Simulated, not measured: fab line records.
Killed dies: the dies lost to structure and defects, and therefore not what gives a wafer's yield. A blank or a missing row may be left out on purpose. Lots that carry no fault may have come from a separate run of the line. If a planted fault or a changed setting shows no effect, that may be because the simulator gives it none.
2 desks looking at one fault    flow sfqLine    what lay behind the numbers comes last; until then each desk has only its own

DESK OF THE TOOL OWNER: cmp-01
The tool's own readings at SFQ_TRILAYER_I4_CMP_CMP_100 (polishes SiO2): means of the sampled wafers that have a number, for each lot that ran on this tool. Marked OUT: a lot whose mean sits more than 4 standard deviations from the usual mean, which makes it out of limits; the brackets give that distance.
Columns: A = motorCurrentA at SFQ_TRILAYER_I4_CMP_CMP_100, usual 10.1 A; B = slurryFlowMlMin at SFQ_TRILAYER_I4_CMP_CMP_100, usual 150.0; C = timeToEndpointS at SFQ_TRILAYER_I4_CMP_CMP_100, usual 211 s
lot   first seen here  A     B      C
L601  day 51 19:14     11.7  149.8  204
L602  day 51 21:44     10.5  149.5  211
L603  day 52 01:44     10.8  150.4  209
L608  day 52 17:48     11.2  150.0  203
This desk's finding: nothing out of limits on any of the 4 lots.

THE METROLOGY DESK
Means of the sampled wafers that have a number, per lot and without regard to the tool the lot ran on: this is what the gauges read. Marked OUT: a lot whose mean sits more than 4 standard deviations from the usual mean, which makes it out of limits; the brackets give that distance.
Columns: A = I4_BOW at SFQ_I4_BOW_MEAS_927, usual 3 um
lot   first seen here  A
L595  day 44 08:32     7
L596  day 44 11:31     6
L598  day 44 14:32     9
L601  day 51 21:44     3
L602  day 52 00:44     6
L603  day 52 03:45     -3
L607  day 52 18:50     22
L608  day 52 20:49     8
L609  day 52 21:53     12
L610  day 53 13:07     10
L611  day 53 16:07     -6
L616  day 61 04:22     14
L617  day 66 01:37     -7
This desk's finding: nothing out of limits on any of the 13 lots.

ALL TOGETHER
The desk of the tool owner found nothing out of limits.
The metrology desk saw nothing out of limits.

WHAT THE SIMULATOR PUT IN
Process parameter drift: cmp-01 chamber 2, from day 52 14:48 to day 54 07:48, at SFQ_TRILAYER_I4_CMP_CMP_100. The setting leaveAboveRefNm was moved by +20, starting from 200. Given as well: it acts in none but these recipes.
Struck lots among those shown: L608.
